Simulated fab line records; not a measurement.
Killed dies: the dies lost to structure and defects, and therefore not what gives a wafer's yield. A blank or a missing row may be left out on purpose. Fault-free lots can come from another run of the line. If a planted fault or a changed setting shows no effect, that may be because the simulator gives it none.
Comparing a struck lot with a sound one :: flow sky130 :: 15 out of 708 route steps
Sound: these wafers, L294.2, L294.4, L294.6. Wafers L304.3, L304.5, L304.6 were the ones struck. The cause is given at the end.
At each step with rows: each side's tool, then ch and its chambers, then its first start. Under that, the readings that differ: sound wafers :: struck wafers :: difference of the means :: sigmas: that difference in standard deviations of wafers without a fault.
alike: a reading whose means differ by less than 2 such deviations, as well as words and numbers matching on both sides. not compared: withheld readings; readings where some wafer has no value; bounds like >300 that might hide an equal value; numbers whose values overlap and for which the record gives no deviation.
The two part at a step that has a row with sigmas, a row that says differs or no value, or rows on one side only. Numbers that don't overlap but have no deviation are shown without sigmas and don't part them. Lack of a reading on every wafer of one side parts them only where that side has two or more wafers.

first, 1 step without rows for these wafers: SKY_VIA4_DEVELOP_10 (develop time 60 s).
SKY_VIA4_OVL_MEAS_11:
  struck on overlay-02, day 47 11:41; sound on overlay-02, day 45 10:32
  alike: VIA4_OVL
SKY_VIA4_ETCH_12: etches SiO2 in C4F8/O2/Ar, stops on TiN, target depth 580 nm.
  sound on rie-diel-04 ch 0,1,2, day 45 10:34; struck on rie-diel-04 ch 0,1,2, day 47 11:43
  alike: oes-product-au
SKY_VIA4_STRIP_13: strips in O2/N2.
  sound on plasma-asher-03 ch 0, day 45 10:38; struck on plasma-asher-04 ch 0,1, day 47 11:49
  alike: drypump-motor-current-A, oes-product-au, strip-time-to-endpoint-s
  not compared: rf-hours-counter-h
then, 4 steps without rows for these wafers: SKY_VIA4_STRIP_14 (strips in post etch residue remover, time 1200 s); SKY_VIA4_CLEAN_15 (cleans in IPA, time 180 s); SKY_VIA4_CLEAN_16 (cleans in O3/DIW); SKY_VIA4_SPUTTER_17 (material TiN, target thk 20 nm, time 80 s).
SKY_VIA4_CVD_18: deposits W, target thk 505 nm, time 152.14 s.
  sound on cvd-w-02 ch 0,1, day 45 11:23; struck on cvd-w-01 ch 0,1, day 47 12:29
  alike: heater-power-w
SKY_VIA4_RS_MEAS_19: the measuring method here is four-point-probe.
  struck on film-metro-01, day 47 12:38; sound on film-metro-04, day 45 11:34
  alike: VIA4_W_RS
SKY_VIA4_THK_MEAS_20: measures by xrf.
  struck on film-metro-01, day 47 12:44; sound on film-metro-04, day 45 11:40
  alike: VIA4_W_THK
SKY_VIA4_CMP_21: polishes, stops on SiO2, t overpolish 25 s, target thk 0 nm.
  sound on cmp-01 ch 2,3, day 45 11:43; struck on cmp-02 ch 2,3, day 47 12:54
  alike: motor-current-A, overpolish-run-s, time-to-endpoint-s
SKY_METAL5_SPUTTER_00: material Ti, target thk 15 nm, time 10 s.
  struck on pvd-sputter-04, day 47 13:09; sound on pvd-sputter-04, day 45 12:01
reading: model.Ti_of_METAL5_SPUTTER_00.thk-nm (nm)
sound: 15.06 14.94 15.11
struck: 26.62 26.51 26.74
difference: +11.59
sigmas: 
  alike: throttle-valve-pct
SKY_METAL5_SPUTTER_01: material TiN, target thk 20 nm, time 16.7 s.
  struck on pvd-sputter-04, day 47 13:10; sound on pvd-sputter-04, day 45 12:02
  alike: throttle-valve-pct
-- the record jumps here: 2 days lie between the struck wafers' starts before and after (it left off in module METAL5 and takes up again in module PAD_OPEN, whose first step shown is number 708 of the route) --
SKY_PAD_OPEN_PROBE_99:
  record: rows for the struck wafers here (prober-01, day 50 00:53), none for the sound ones

## WHERE THEY PART
SKY_PAD_OPEN_PROBE_99 only, going by this record.

WHY: the cause the simulator had injected
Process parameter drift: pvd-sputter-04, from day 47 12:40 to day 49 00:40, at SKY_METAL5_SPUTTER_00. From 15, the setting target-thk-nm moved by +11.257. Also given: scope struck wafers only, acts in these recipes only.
